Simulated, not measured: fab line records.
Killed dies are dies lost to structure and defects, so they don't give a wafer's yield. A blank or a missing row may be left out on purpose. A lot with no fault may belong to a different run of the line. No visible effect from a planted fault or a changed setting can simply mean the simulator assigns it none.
8D (eight disciplines) problem report, filled in by code -- flow sky130 -- the parts of the form that need people (team, actions taken, sign-off) are left out

1. PROBLEM STATEMENT
At SKY_VT_ADJUST_NCORE_CD_MEAS_07, cdNm averages 363.6 nm over 6 wafers from 2 lots, while fault-free wafers read 379.4 nm, standard deviation 2.9. That is -5.5 standard deviations from the usual mean.
The step: target cd 380 nm.
The first sign was on wafer L427.1 at day 12 23:32, on cdSem-02. Wafers with a number at this step in the record: 33, from 11 lots. By rule, "out" or "out of limits" means more than 4 standard deviations away from the usual mean. All remaining wafers that have a number are taken as sound.

2. WHAT IT IS; WHAT IT IS NOT
question,is,is not
which readings at this step,cdNm,-
which lots,"L427, L428","L412, L413, L414, L418, L419, L424, L429, L430, L431"
which wafers of those lots,all that have a number,-
read on which gauges,"cdSem-01, cdSem-02",-
when,from day 12 23:32,"up to then (18 sound wafers); but 9 sound wafers of L429, L430, L431 came after"

3. THE SUSPECTS, EACH WITH WHAT RULES IT OUT
Counting: a tool stays on the suspect list if, at a process step up to the reading, it processed all lots that are out and no sound lot following the first of them.
- the gauge at SKY_VT_ADJUST_NCORE_CD_MEAS_07: ruled out. Those wafers that are out were read across 2 gauges (cdSem-01, cdSem-02).
- lithoTrack-03 at SKY_VT_ADJUST_NCORE_COAT_02 (resist thk 1140 nm): kept. All lots that are out passed through it, beginning with L427 at day 12 11:47, and no sound lot followed; its final sound lot before that point was L418 at day 10 04:22. Its own readings are out on those wafers: spinSpeedRpm.
Left after counting: lithoTrack-03 at SKY_VT_ADJUST_NCORE_COAT_02.

4. THE CAUSE (what the simulator had put in)
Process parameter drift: lithoTrack-03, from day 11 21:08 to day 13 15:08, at SKY_VT_ADJUST_NCORE_COAT_02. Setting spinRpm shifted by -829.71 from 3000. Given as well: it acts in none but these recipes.
This tool alone remained once counting was done.

5. SEQUENCE OF EFFECTS, ordered by route
One row per reading whose mean, taken over the struck wafers that have a number, lies over 3 standard deviations from the usual. Only readings whose record carries a usual standard deviation are examined. hours: median over the lots of the time between each lot's start at the first step of this table that gives one and its start at this step. sigmas: the change, counted in usual standard deviations.
hours,step,reading,usual,on struck wafers,change,sigmas
0,SKY_VT_ADJUST_NCORE_COAT_02,spinSpeedRpm,3000.3 rpm,2170.4,-829.9,-99 or more
12,SKY_VT_ADJUST_NCORE_CD_MEAS_07,cdNm,379.4 nm,363.6,-15.8,-5.5
13,SKY_VT_ADJUST_NCORE_STRIP_10,stripTimeToEndpointS,14.20 s,16.43,+2.23,+56
Process steps it contains:
- SKY_VT_ADJUST_NCORE_COAT_02: resist thk 1140 nm.
- SKY_VT_ADJUST_NCORE_STRIP_10: strips in O2/N2.

6. WHAT WOULD HAVE CAUGHT IT SOONER
26 hours passed between the start of the fault at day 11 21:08 and the first reading out of limits at a measuring or inspecting step in this record, taken at day 12 23:32.
At SKY_VT_ADJUST_NCORE_COAT_02, the tool's own readings (spinSpeedRpm) were out on each struck wafer the step has a row for, so an alarm limit on them would have fired on the first such wafer.
All the lots that are out (2) had begun SKY_VT_ADJUST_NCORE_COAT_02 on lithoTrack-03 by day 12 23:32. A hold on the tool at that time would have spared none of them.
